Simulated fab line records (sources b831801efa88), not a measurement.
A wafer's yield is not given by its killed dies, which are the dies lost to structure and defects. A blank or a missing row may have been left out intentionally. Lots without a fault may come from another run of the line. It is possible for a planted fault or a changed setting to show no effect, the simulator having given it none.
8D (eight disciplines) problem report, filled in by code / flow sky130 / the parts of the form that need people (team, actions taken, sign-off) are left out

1. PROBLEM STATEMENT
NWELL_RS at SKY_NWELL_RS_MEAS_29 reads a mean of 635.4 ohm/sq on 6 wafers of 2 lots; wafers without a fault read 625.2 ohm/sq with a standard deviation of 1.7. Relative to the usual mean, that is a shift of +6.0 standard deviations.
The step: measures by four-point-probe.
Seen first at day 7 17:22 on film-metro-01, wafer L277.4. The record holds 36 wafers of 12 lots with a number at this step. The rule behind "out" and "out of limits": a value lying over 4 standard deviations away from the usual mean. Any other wafer with a number is counted as sound.

2. WHAT IT IS; WHAT IT IS NOT
question=which readings at this step | is=NWELL_RS | is not=-
question=which lots | is=L277, L281 | is not=L270, L272, L273, L274, L275, L276, L283, L284, L286, L290
question=which wafers of those lots | is=all that have a number | is not=-
question=read on which gauges | is=film-metro-01, film-metro-03 | is not=film-metro-02
question=when | is=from day 7 17:22 | is not=up to then (18 sound wafers); but 12 sound wafers of L283, L284, L286, L290 came after

3. SUSPECTS, AND WHAT RULES EACH OUT
Counting: a tool at a process step up to the reading stays a suspect if it ran every lot that is out and no sound lot after the first of them.
- ruled out: the gauge at SKY_NWELL_RS_MEAS_29. The wafers that are out were read on 2 gauges (film-metro-01, film-metro-03).
- cmp-01 at SKY_FIELD_ISO_CMP_27 (polishes, stops on Si3N4, t overpolish 16 s, target thk 457.8 nm): ruled out as a lasting fault. Sound lots L283, L284 ran on it after its first lot that is out, L277 (day 4 08:16).
- implanter-01 at SKY_NWELL_IMPLANT_13: kept. It ran every lot that is out, first L277 (day 6 20:35), and no sound lot after that; its last sound lot up to then is L275 (day 6 06:12). Its own dose-ions-cm2, faraday-current-uA readings are out on those wafers.
The count leaves implanter-01 at SKY_NWELL_IMPLANT_13.

4. THE CAUSE (what the simulator had put in)
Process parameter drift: implanter-01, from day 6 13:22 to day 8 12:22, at SKY_NWELL_IMPLANT_13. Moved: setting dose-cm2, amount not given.
After counting, this tool was the only one left.

5. THE EFFECT CHAIN, in route order
Each row: a reading where the mean over the struck wafers with a number is more than 3 standard deviations away from the usual. Scope: only readings with a usual standard deviation given in the record; hours: median across lots of the time from each lot's start at the first step in this table that gives one to its start at this step; sigmas: change in usual standard deviations.
hours=0; step=SKY_NWELL_IMPLANT_13; reading=dose-ions-cm2; usual=7e+11; on struck wafers=4e+11; change=-3e+11; sigmas=-99 or more
hours=0; step=SKY_NWELL_IMPLANT_13; reading=faraday-current-uA; usual=3.95; on struck wafers=2.11; change=-1.84; sigmas=-22
hours=21; step=SKY_NWELL_RS_MEAS_29; reading=NWELL_RS; usual=625.2 ohm/sq; on struck wafers=635.4; change=+10.2; sigmas=+6.0
The process steps in it:
- SKY_NWELL_IMPLANT_13

6. WHAT WOULD HAVE CAUGHT IT SOONER
The first out-of-limits reading at a measuring or inspecting step in this record came at day 7 17:22, 28 hours after the fault's start at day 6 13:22.
At SKY_NWELL_IMPLANT_13, the tool's own readings (dose-ions-cm2, faraday-current-uA) were out on each struck wafer the step has a row for, so an alarm limit on them would have fired on the first such wafer.
Among the 2 lots that are out, L281 began SKY_NWELL_IMPLANT_13 on implanter-01 after day 7 17:22. Holding the tool at that time would have saved it.
